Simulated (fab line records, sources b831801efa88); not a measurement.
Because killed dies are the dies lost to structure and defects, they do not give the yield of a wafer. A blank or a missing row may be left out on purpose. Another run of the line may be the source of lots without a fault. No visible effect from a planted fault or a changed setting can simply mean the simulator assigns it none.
Struck lot and sound lot, side by side || flow sfq_line || 21 steps out of a route of 325
Sound: wafers L637.3, L637.4, L637.5. The struck wafers were L626.2, L626.5, L626.6. The cause is given at the end.
Each step with rows lists, per side, the tool, then ch with its chambers, then its first start. Under that, the readings that differ: sound wafers || struck wafers || difference of the means || sigmas: that difference in standard deviations of wafers without a fault.
alike: a reading whose means differ by less than 2 such deviations, as well as words and numbers matching on both sides. not compared: withheld readings; readings where some wafer has no value; bounds like >300 that might hide an equal value; numbers whose values overlap and for which the record gives no deviation.
Wherever a step has rows on one side only, a row that says differs or no value, or a row with sigmas, the two part there. Non-overlapping numbers with no deviation appear without sigmas and do not part them. A reading missing from all wafers of one side parts the sides only when that side holds two or more wafers.

first, 1 step without rows for these wafers: SFQ_TRILAYER_M5_BARC_OPEN_METAL_ETCH_161 (etches BARC in O2, target depth 125 nm, time 41.7 s).
SFQ_TRILAYER_M5_ETCH_METAL_ETCH_126: etches Nb in Cl2/BCl3, stops on SiO2, time 203.2 s, target depth 265 nm.
  sound on rie_metal-03 ch 0,1, day 60 18:39; struck on rie_metal-01 ch 0,1, day 58 19:40
  alike: drypump_motor_current_A, oes_product_au
  not compared: rf_hours_counter_h
SFQ_TRILAYER_M5_STRIP_STRIP_127: strips in O2.
  sound on rie_metal-03 ch 0,1, day 60 18:59; struck on rie_metal-01 ch 0,1, day 58 19:52
  alike: drypump_motor_current_A, oes_product_au
  not compared: rf_hours_counter_h
then, 2 steps without rows for these wafers: SFQ_TRILAYER_M5_STRIP_SOLV_CLEAN_128 (cleans in NMP, time 600 s); SFQ_TRILAYER_A5B_DEP_PECVD_129 (deposits SiO2 from SiH4/N2O, time 133.33 s, target thk 600 nm).
SFQ_TRILAYER_A5B_CMP_CMP_130: polishes, stops on Nb, target thk 340.7 nm.
  sound on cmp-02 ch 0,2,3, day 61 00:34; struck on cmp-01 ch 2,3, day 58 21:49
  alike: motor_current_A
SFQ_TRILAYER_A5B_METRO_MEASURE_131:
  sound on film_metro-01, day 61 02:58; struck on film_metro-02, day 59 00:31
  alike: thk_nm
then, 3 steps without rows for these wafers: SFQ_TRILAYER_R5_DEP_SPUTTER_132 (material Ti, target thk 5 nm, time 5 s); SFQ_TRILAYER_R5_DEP_SPUTTER_133 (material MoNx, target thk 40 nm, time 66.7 s); SFQ_TRILAYER_R5_DEP_SPUTTER_134 (material Ti, target thk 5 nm, time 5 s).
SFQ_R5_RS_MEAS_933: measures by four-point-probe.
  sound on film_metro-02, day 61 03:54; struck on film_metro-03, day 59 01:38
  alike: R5_MONX_RS
SFQ_R5_THK_MEAS_934: measures by xrf.
  sound on film_metro-02, day 61 04:00; struck on film_metro-03, day 59 01:44
  alike: R5_MONX_THK
SFQ_TRILAYER_R5_LITHO_COAT_141: resist thk 62 nm.
  sound on litho_track-02 ch 0, day 61 04:08; struck on litho_track-03 ch 0, day 59 01:50
{"reading": "model.BARC_of_TRILAYER_R5_LITHO_COAT_141.thk_nm (nm)", "sound": "61.86 61.85 61.9", "struck": "63.9 64.02 63.91", "difference": "+2.1", "sigmas": ""}
then, 5 steps without rows for these wafers: SFQ_TRILAYER_R5_LITHO_COAT_136 (resist thk 600 nm); SFQ_TRILAYER_R5_LITHO_SOFTBAKE_140; SFQ_TRILAYER_R5_LITHO_EXPOSE_137 (exposes mask R5, target cd 500 nm); SFQ_TRILAYER_R5_LITHO_PEB_139 (peb time 60 s); SFQ_TRILAYER_R5_LITHO_DEVELOP_138 (time 60 s).
-- the record jumps here: 5 days lie between the struck wafers' starts before and after --
SFQ_R5_OVL_MEAS_935:
  sound on overlay-02, day 65 17:53; struck on overlay-02, day 63 22:33
  alike: R5_OVL
SFQ_TRILAYER_R5_BARC_OPEN_METAL_ETCH_177: etches BARC in O2, target depth 125 nm, time 41.7 s.
  sound on rie_metal-02 ch 0,1, day 65 17:56; struck on rie_metal-02 ch 0,1, day 63 22:35
{"reading": "oes_product_au (a.u.)", "sound": "0.684 0.681 0.682", "struck": "0.689 0.698 0.694", "difference": "+0.011", "sigmas": "+2"}
{"reading": "model.etch.depth_nm (nm)", "sound": "61.86 61.85 61.9", "struck": "63.9 64.02 63.91", "difference": "+2.1", "sigmas": ""}
  alike: drypump_motor_current_A
  not compared: rf_hours_counter_h
SFQ_TRILAYER_R5_ETCH_METAL_ETCH_139: etches the open film in Cl2, stops on SiO2, target depth 60 nm, time 40 s.
  sound on rie_metal-02 ch 0,1, day 65 17:59; struck on rie_metal-02 ch 0,1, day 63 22:38
  alike: drypump_motor_current_A, oes_product_au
  not compared: rf_hours_counter_h

## WHERE THEY PART
Within this record, at SFQ_TRILAYER_R5_BARC_OPEN_METAL_ETCH_177 only. Later steps at which nothing parts them and some readings are alike: SFQ_TRILAYER_R5_ETCH_METAL_ETCH_139.

WHY: the cause the simulator had injected
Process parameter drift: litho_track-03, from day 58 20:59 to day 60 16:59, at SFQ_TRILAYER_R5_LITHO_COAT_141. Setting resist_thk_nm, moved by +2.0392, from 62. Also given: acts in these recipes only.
